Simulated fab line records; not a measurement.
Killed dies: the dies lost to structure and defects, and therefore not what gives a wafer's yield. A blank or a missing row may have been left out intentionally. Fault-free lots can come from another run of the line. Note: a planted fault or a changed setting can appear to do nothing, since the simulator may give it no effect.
fab line records -- flow sky130
record lots=14, wafers=42, last-day=50
route steps=708 shown VIA1@471 METAL2@484
lots that met no fault: from a run of the same line without faults
start-h: hours from the record's first day to the start of the lot's first wafer shown -- wait-h: hours from the lot's prior step to this one -- " identical to the entry in the row above -- L1.1+2: a single row standing in for several wafers -- - either no value or no given start -- * or withheld: withheld -- < > ~ a bound
route shown NAME@n: names a module that has steps shown in the file, with the first one's number in the route -- usual: mean/standard deviation taken from wafers without a fault -- same: alike in all rows -- chamber/n: place in a boat -- sites: each site's reading -- _std_site: how widely they spread, as a standard deviation -- _edge_site: inner sites' mean taken away from outer sites' mean -- radius-mm: for every site, how far away it sits from the centre of the wafer -- mask NAME#n: copy n -- behind: the last tool/chamber to shape the wafer -- hold: reason for holding the lot/hours on hold/outcome of the hold -- device: whichever transistor did not switch (one of n, p or np) -- end of line: at the end of the route, the tests of the same wafers -- where a step has no rows: the recipe by itself -- killed: the dies lost at the first sort to structure and to defects; this is not the yield of the wafer -- map: the dies of a wafer, with x for killed, . for not killed, _ for no die there
set.NAME: the setting that was run; set.NAME@STEP: the one run at that earlier step -- model.NAME: the simulator's own value behind a step, which no gauge read
one table for each step of the route and one row for each wafer, over a sample of lots
services: from which hour (start-h, from the record's first day; less than 0 if before it) a tool's chamber was out of use, for how many hours, and why
## steps
# step SKY_VIA1_OVL_MEAS_13
# usual VIA1_OVL=3/4.9
lot.wafer,tool,chamber,start-h,wait-h,VIA1_OVL[nm]
L480.2,overlay-01,-,797.87,0.1,2
L480.5,overlay-01,-,797.87,0.1,6
L480.6,overlay-01,-,797.87,0.1,1
L482.3,overlay-02,-,816.79,0.1,7
L482.4,overlay-02,-,816.79,0.1,5
L482.6,overlay-02,-,816.79,0.1,-1
L485.2,overlay-01,-,827.24,0.1,9
L485.5,overlay-01,-,827.24,0.1,4
L485.6,overlay-01,-,827.24,0.1,12
L486.2,overlay-01,-,843.57,0.1,5
L486.4,overlay-01,-,843.57,0.1,14
L486.6,overlay-01,-,843.57,0.1,14
L488.1,overlay-02,-,850.13,0.1,5
L488.3,overlay-02,-,850.13,0.1,6
L488.4,overlay-02,-,850.13,0.1,-7
L489.1,overlay-02,-,856.52,0.1,1
L489.3,overlay-02,-,856.52,0.1,0
L489.5,overlay-02,-,856.52,0.1,1
L491.1,overlay-01,-,872.78,0.1,8
L491.2,overlay-01,-,872.78,0.1,8
L491.6,overlay-01,-,872.78,0.1,18
L492.1,overlay-01,-,884.87,0.1,-11
L492.4,overlay-01,-,884.87,0.1,9
L492.5,overlay-01,-,884.87,0.1,1
L495.2,overlay-01,-,901.12,0.1,-4
L495.4,overlay-01,-,901.12,0.1,6
L495.6,overlay-01,-,901.12,0.1,3
L496.1,overlay-02,-,910.58,0.1,7
L496.2,overlay-02,-,910.58,0.1,3
L496.4,overlay-02,-,910.58,0.1,10
L498.1,overlay-01,-,934.38,0.1,3
L498.2,overlay-01,-,934.38,0.1,3
L498.5,overlay-01,-,934.38,0.1,5
L501.3,overlay-02,-,946.09,0.1,-6
L501.4,overlay-02,-,946.09,0.1,0
L501.6,overlay-02,-,946.09,0.1,-4
L502.2,overlay-01,-,951.37,0.1,3
L502.4,overlay-01,-,951.37,0.1,1
L502.5,overlay-01,-,951.37,0.1,1
L503.1,overlay-02,-,960.98,0.1,6
L503.5,overlay-02,-,960.98,0.1,5
L503.6,overlay-02,-,960.98,0.1,-2
# step SKY_VIA1_CMP_24
# recipe stop-on=SiO2, t-overpolish-s=15, down-force-psi=3.5, platen-rpm=60, target-thk-nm=0, pad-velocity-m-s=0.94248
# usual edge-zone-pressure-frac=0.999/0.0051, head-pressure-psi=3.499/0.0077, motor-current-A=10.9/1.1, overpolish-run-s=14.999/0.0088, time-to-endpoint-s=64/3.8
lot.wafer,tool,chamber,start-h,wait-h,edge-zone-pressure-frac,head-pressure-psi,motor-current-A,overpolish-run-s,time-to-endpoint-s
L480.2,cmp-01,1,798.92,0.0,0.991,3.496,10.5,15.008,63
L480.6,cmp-01,1,798.92,0.0,0.996,3.510,10.5,14.993,62
L480.5,cmp-01,2,798.92,0.0,0.996,3.500,11.2,15.010,66
L482.3,cmp-01,3,817.87,0.0,0.998,3.496,11.5,15.019,60
L482.4,cmp-01,1,817.87,0.0,0.998,3.491,10.4,14.998,55
L482.6,cmp-01,3,817.87,0.0,0.995,3.495,11.7,15.005,62
L485.2,cmp-01,3,828.28,0.0,1.006,3.510,11.8,15.005,66
L485.5,cmp-01,3,828.28,0.0,0.996,3.512,11.7,14.994,67
L485.6,cmp-01,0,828.28,0.0,0.997,3.497,12.7,14.978,58
L486.4,cmp-02,2,844.67,0.1,0.999,3.502,10.7,15.012,65
L486.2,cmp-02,3,844.67,0.1,0.988,3.504,10.8,14.985,64
L486.6,cmp-02,1,844.67,0.1,0.994,3.488,9.5,14.994,66
L488.1,cmp-02,0,851.23,0.1,1.006,3.497,10.4,14.987,66
L488.3,cmp-02,1,851.23,0.1,0.995,3.504,10.0,14.977,67
L488.4,cmp-02,2,851.23,0.1,0.999,3.490,10.5,15.002,60
L489.3,cmp-02,2,857.57,0.0,0.994,3.496,10.7,14.992,61
L489.1,cmp-02,0,857.57,0.0,1.009,3.480,10.2,15.005,64
L489.5,cmp-02,3,857.57,0.0,0.999,3.491,9.4,14.999,65
L491.2,cmp-02,3,873.98,0.0,0.999,3.498,9.9,15.004,63
L491.1,cmp-02,2,873.98,0.0,1.010,3.493,10.9,15.012,60
L491.6,cmp-02,3,873.98,0.0,0.997,3.503,9.7,15.000,63
L492.4,cmp-02,2,886.06,0.1,0.991,3.503,10.9,15.010,66
L492.1,cmp-02,3,886.06,0.1,0.998,3.502,10.1,15.000,65
L492.5,cmp-02,2,886.06,0.1,0.999,3.508,11.0,14.994,63
L495.4,cmp-02,1,902.23,0.0,-,-,-,-,-
L495.2,cmp-02,2,902.23,0.0,-,-,-,-,-
L495.6,cmp-02,2,902.23,0.0,-,-,-,-,-
L496.4,cmp-01,3,911.63,0.0,-,-,-,-,-
L496.2,cmp-01,0,911.63,0.0,-,-,-,-,-
L496.1,cmp-01,1,911.63,0.0,-,-,-,-,-
L498.2,cmp-01,0,935.49,0.1,0.999,3.495,12.7,14.990,60
L498.1,cmp-01,1,935.49,0.1,1.008,3.494,10.4,15.009,57
L498.5,cmp-01,3,935.49,0.1,0.998,3.478,11.7,14.998,64
L501.4,cmp-01,2,947.13,0.0,1.007,3.496,10.7,15.000,62
L501.3,cmp-01,0,947.13,0.0,1.005,3.500,13.8,14.989,58
L501.6,cmp-01,2,947.13,0.0,1.005,3.496,10.8,14.992,61
L502.2,cmp-02,0,952.42,0.0,1.005,3.492,10.5,14.989,58
L502.4,cmp-02,3,952.42,0.0,1.000,3.509,10.7,15.014,62
L502.5,cmp-02,0,952.42,0.0,1.005,3.500,10.9,15.010,58
L503.1,cmp-02,3,962.03,0.1,1.003,3.505,10.0,14.992,68
L503.5,cmp-02,3,962.03,0.1,0.998,3.497,10.0,15.001,65
L503.6,cmp-02,0,962.03,0.1,0.998,3.517,10.1,15.005,67
# step SKY_METAL2_SPUTTER_01
# recipe material=TiN, target-thk-nm=20, power-w=6500, time-s=16.7, chamber-pressure-pa=0.4
# usual cathode-dc-power-W=6499.8/1.1, throttle-valve-pct=30.3/0.96
lot.wafer,tool,chamber,start-h,wait-h,cathode-dc-power-W,throttle-valve-pct
L480.2,pvd-sputter-03,-,799.24,0.0,6498.9,30.6
L480.5,pvd-sputter-03,-,799.24,0.0,6499.3,28.9
L480.6,pvd-sputter-03,-,799.24,0.0,6497.8,30.4
L482.3,pvd-sputter-04,-,818.20,0.0,6499.3,30.9
L482.4,pvd-sputter-04,-,818.20,0.0,6500.2,30.2
L482.6,pvd-sputter-04,-,818.20,0.0,6500.1,30.5
L485.2,pvd-sputter-01,-,828.60,0.0,6502.2,30.9
L485.5,pvd-sputter-01,-,828.60,0.0,6499.7,30.3
L485.6,pvd-sputter-01,-,828.60,0.0,6499.5,30.2
L486.2,pvd-sputter-03,-,844.94,0.0,6499.6,30.7
L486.4,pvd-sputter-03,-,844.94,0.0,6499.7,28.7
L486.6,pvd-sputter-03,-,844.94,0.0,6499.9,29.3
L488.1,pvd-sputter-01,-,851.50,0.0,6498.2,30.3
L488.3,pvd-sputter-01,-,851.50,0.0,6498.5,31.9
L488.4,pvd-sputter-01,-,851.50,0.0,6500.1,30.9
L489.1,pvd-sputter-01,-,857.89,0.0,6499.4,31.2
L489.3,pvd-sputter-01,-,857.89,0.0,6500.3,30.4
L489.5,pvd-sputter-01,-,857.89,0.0,6500.9,30.3
L491.1,pvd-sputter-03,-,874.30,0.0,6498.0,30.5
L491.2,pvd-sputter-03,-,874.30,0.0,6500.3,29.1
L491.6,pvd-sputter-03,-,874.30,0.0,6498.7,28.9
L492.1,pvd-sputter-01,-,886.33,0.0,6500.4,31.9
L492.4,pvd-sputter-01,-,886.33,0.0,6499.9,31.1
L492.5,pvd-sputter-01,-,886.33,0.0,6501.6,32.2
L498.1,pvd-sputter-01,-,935.76,0.0,6498.1,30.2
L498.2,pvd-sputter-01,-,935.76,0.0,6499.9,30.3
L498.5,pvd-sputter-01,-,935.76,0.0,6500.4,31.7
L501.3,pvd-sputter-04,-,947.45,0.0,6499.9,30.5
L501.4,pvd-sputter-04,-,947.45,0.0,6499.6,27.7
L501.6,pvd-sputter-04,-,947.45,0.0,6499.8,30.6
L502.2,pvd-sputter-01,-,952.74,0.0,6499.4,30.4
L502.4,pvd-sputter-01,-,952.74,0.0,6499.0,31.5
L502.5,pvd-sputter-01,-,952.74,0.0,6501.1,30.2
L503.1,pvd-sputter-03,-,962.35,0.0,6501.6,28.9
L503.5,pvd-sputter-03,-,962.35,0.0,6501.0,30.6
L503.6,pvd-sputter-03,-,962.35,0.0,6497.3,29.4
# step SKY_METAL2_RS_MEAS_05
# recipe thk-meas-gauge=four-point-probe, reads=TiN_of_METAL2_SPUTTER_04+Ti_of_METAL2_SPUTTER_03+AlCu_of_METAL2_SPUTTER_02+TiN_of_METAL2_SPUTTER_01+Ti_of_METAL2_SPUTTER_00
# usual METAL2_ALCU_RS=0.1267/0.0012
lot.wafer,tool,chamber,start-h,wait-h,METAL2_ALCU_RS[ohm/sq]
L480.2,film-metro-01,-,799.38,0.0,0.1259
L480.5,film-metro-01,-,799.38,0.0,0.1272
L480.6,film-metro-01,-,799.38,0.0,0.1246
L482.3,film-metro-04,-,818.35,0.1,0.1254
L482.4,film-metro-04,-,818.35,0.1,0.1254
L482.6,film-metro-04,-,818.35,0.1,0.1263
L485.2,film-metro-04,-,828.74,0.0,0.1265
L485.5,film-metro-04,-,828.74,0.0,0.1271
L485.6,film-metro-04,-,828.74,0.0,0.1261
L486.2,film-metro-01,-,845.08,0.0,0.1261
L486.4,film-metro-01,-,845.08,0.0,0.1272
L486.6,film-metro-01,-,845.08,0.0,0.1267
L488.1,film-metro-04,-,851.62,0.0,0.1262
L488.3,film-metro-04,-,851.62,0.0,0.1261
L488.4,film-metro-04,-,851.62,0.0,0.1259
L489.1,film-metro-01,-,858.01,0.0,0.1257
L489.3,film-metro-01,-,858.01,0.0,0.1263
L489.5,film-metro-01,-,858.01,0.0,0.1261
L491.1,film-metro-04,-,874.42,0.0,0.1249
L491.2,film-metro-04,-,874.42,0.0,0.1268
L491.6,film-metro-04,-,874.42,0.0,0.1262
L492.1,film-metro-01,-,886.45,0.0,0.1249
L492.4,film-metro-01,-,886.45,0.0,0.1273
L492.5,film-metro-01,-,886.45,0.0,0.1260
L498.1,film-metro-01,-,935.88,0.0,0.1282
L498.2,film-metro-01,-,935.88,0.0,0.1263
L498.5,film-metro-01,-,935.88,0.0,0.1279
L501.3,film-metro-01,-,947.61,0.1,0.1281
L501.4,film-metro-01,-,947.61,0.1,0.1274
L501.6,film-metro-01,-,947.61,0.1,0.1276
L502.2,film-metro-02,-,952.88,0.0,0.1296
L502.4,film-metro-02,-,952.88,0.0,0.1292
L502.5,film-metro-02,-,952.88,0.0,0.1297
L503.1,film-metro-01,-,962.47,0.0,0.1277
L503.5,film-metro-01,-,962.47,0.0,0.1257
L503.6,film-metro-01,-,962.47,0.0,0.1284
## services
tool,chamber,start-h,hours,kind
cmp-01,-,786.59,1.8,repair
pvd-sputter-01,-,824.31,1.1,repair
cmp-02,-,825.52,5.8,pm
pvd-sputter-04,-,843.99,1.3,repair
cmp-01,-,890.18,0.5,repair
cmp-02,-,912.77,4.0,pm
cmp-02,-,916.77,-,consumable-replace:conditioner
cmp-02,-,916.77,-,consumable-replace:pad
cmp-01,-,918.79,1.3,repair
pvd-sputter-04,-,936.09,3.5,repair
cmp-01,-,943.33,0.4,repair
cmp-01,-,960.52,2.7,repair
## key
first-sign step=SKY_VIA1_CMP_24, reading=tool-record, direction=missing
effect none on later readings
met-at SKY_VIA1_CMP_24
struck-lots L495,L496
later-rows-left-out L495.2,L495.4,L495.6,L496.1,L496.2,L496.4
sort-left-out L495.2,L495.4,L495.6,L496.1,L496.2,L496.4
not-acting-at SKY_VIA1_OVL_MEAS_13,SKY_METAL2_SPUTTER_01,SKY_METAL2_RS_MEAS_05
onset-between 886.06 902.23
fault kind=skipped-step-whole, tool=cmp-01,cmp-02, chamber=-, onset-h=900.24, steps=SKY_VIA1_CMP_24, scope=struck-lots-only
# sort-left-out: the simulated sort isn't trusted on such a fault, so these wafers' sort isn't shown, and their yield isn't known
# later-rows-left-out: the simulator's readings of these wafers behind a module that went badly wrong aren't trusted and aren't shown, but for the sort
